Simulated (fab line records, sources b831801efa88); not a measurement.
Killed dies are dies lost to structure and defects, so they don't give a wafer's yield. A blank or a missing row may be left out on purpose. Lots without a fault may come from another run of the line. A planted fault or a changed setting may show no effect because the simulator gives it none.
Split-lot experiment | flow sky130 | 5 lots, 23 wafers read, on a route of 708 steps

THE SPLIT
At SKY_NWELL_SOFTBAKE_06, the setting temp_c was moved away from the recipe's 110 C on 10 of the 23 wafers read, by +2.4% to +3.0%. The other wafers ran this setting at the recipe's value.

The reading is taken at the split's own step.

THE READING
coat_of_NWELL_COAT_05.thk_nm (the simulator's own value, which no gauge read), in nm, at SKY_NWELL_SOFTBAKE_06. The file gives no usual value for it. The 13 wafers here that ran the recipe average 2999 nm, standard deviation 7.8 nm.

wafer  | tool, chamber at the split | temp_c as run, C | against the recipe | coat_of_NWELL_COAT_05.thk_nm, nm | against lot-mates on the recipe
L077.1 | litho_track-02, 0          | 112.9            | +2.6%              | 2969                             | -21
L077.2 | litho_track-02, 0          | 112.9            | +2.6%              | 2968                             | -22
L077.3 | litho_track-02, 0          | 110              | recipe             | 2983                             | -
L077.4 | litho_track-02, 0          | 110              | recipe             | 2989                             | -
L077.6 | litho_track-02, 0          | 110              | recipe             | 2997                             | -
L078.2 | litho_track-04, 0          | 110              | recipe             | 2991                             | -
L078.3 | litho_track-04, 0          | 112.6            | +2.4%              | 2970                             | -24
L078.4 | litho_track-04, 0          | 110              | recipe             | 2997                             | -
L078.5 | litho_track-04, 0          | 112.6            | +2.4%              | 2977                             | -17
L078.6 | litho_track-04, 0          | 112.6            | +2.4%              | 2974                             | -20
L080.2 | litho_track-01, 0          | 110              | recipe             | 3010                             | -
L080.4 | litho_track-01, 0          | 110              | recipe             | 3004                             | -
L080.5 | litho_track-01, 0          | 110              | recipe             | 3005                             | -
L083.1 | litho_track-04, 0          | 113.3            | +3.0%              | 2974                             | -23
L083.2 | litho_track-04, 0          | 113.3            | +3.0%              | 2968                             | -29
L083.3 | litho_track-04, 0          | 110              | recipe             | 3001                             | -
L083.4 | litho_track-04, 0          | 113.3            | +3.0%              | 2970                             | -27
L083.5 | litho_track-04, 0          | 110              | recipe             | 2993                             | -
L084.1 | litho_track-01, 0          | 113.3            | +3.0%              | 2977                             | -28
L084.2 | litho_track-01, 0          | 110              | recipe             | 3007                             | -
L084.3 | litho_track-01, 0          | 110              | recipe             | 3007                             | -
L084.4 | litho_track-01, 0          | 113.3            | +3.0%              | 2982                             | -23
L084.6 | litho_track-01, 0          | 110              | recipe             | 3002                             | -

THE FIT
A straight line over all 23 wafers: coat_of_NWELL_COAT_05.thk_nm changes by -9.3 nm for each +1% of temp_c; r = -0.88; the points scatter about the line by 7.2 nm.
The same after taking each lot's own level away (the mean of its wafers on the recipe; 23 wafers): -8.57 nm for each +1%; r = -0.96; scatter 3.4 nm.
On that fit, the largest move of temp_c shifts the reading by 26 nm.
The lots' own levels span 2989.7 to 3006.3 nm, that is 2.1 times the standard deviation above.
So the lot-to-lot level changes the slope little: the two slopes agree.
Check: with one of the wafers moved furthest among these (+3.0%) left out of the fit, the line predicts -26.1 nm for it against its lot-mates. It came out at -23 nm against them.

OTHER SPLITS ON THESE WAFERS
These wafers also went through other splits before the reading. Each is held against what the fit with the lots' levels taken away leaves over:
other split on the same wafers    | wafers away from the commonest value | r with coat_of_NWELL_COAT_05.thk_nm (lot level and that fit taken away)
SKY_FIELD_ISO_OXIDATION_01 temp_c | 18                                   | -0.09
SKY_FIELD_ISO_ETCH_15 time_s      | 10                                   | +0.00
SKY_PWDE_COAT_02 spin_rpm         | 9                                    | -0.09
SKY_PWDE_IMPLANT_08 energy_kev    | 9                                    | -0.10

THE WHOLE CHAIN: every reading that the file lists as answering this split, in the file's order
step                  | what it does    | reading                                                                       | change (the file's fit)              | r (the file's)
SKY_NWELL_SOFTBAKE_06 |                 | coat_of_NWELL_COAT_05.thk_nm (the simulator's own value, which no gauge read) | -8.53 nm for each +1% of the setting | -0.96
SKY_NWELL_STRIP_14    | strips in O2/N2 | strip_time_to_endpoint_s                                                      | withheld for each +1% of the setting | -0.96

THE FILE'S OWN FIT
coat_of_NWELL_COAT_05.thk_nm changes by -8.53 nm for each +1% of temp_c, r = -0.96.
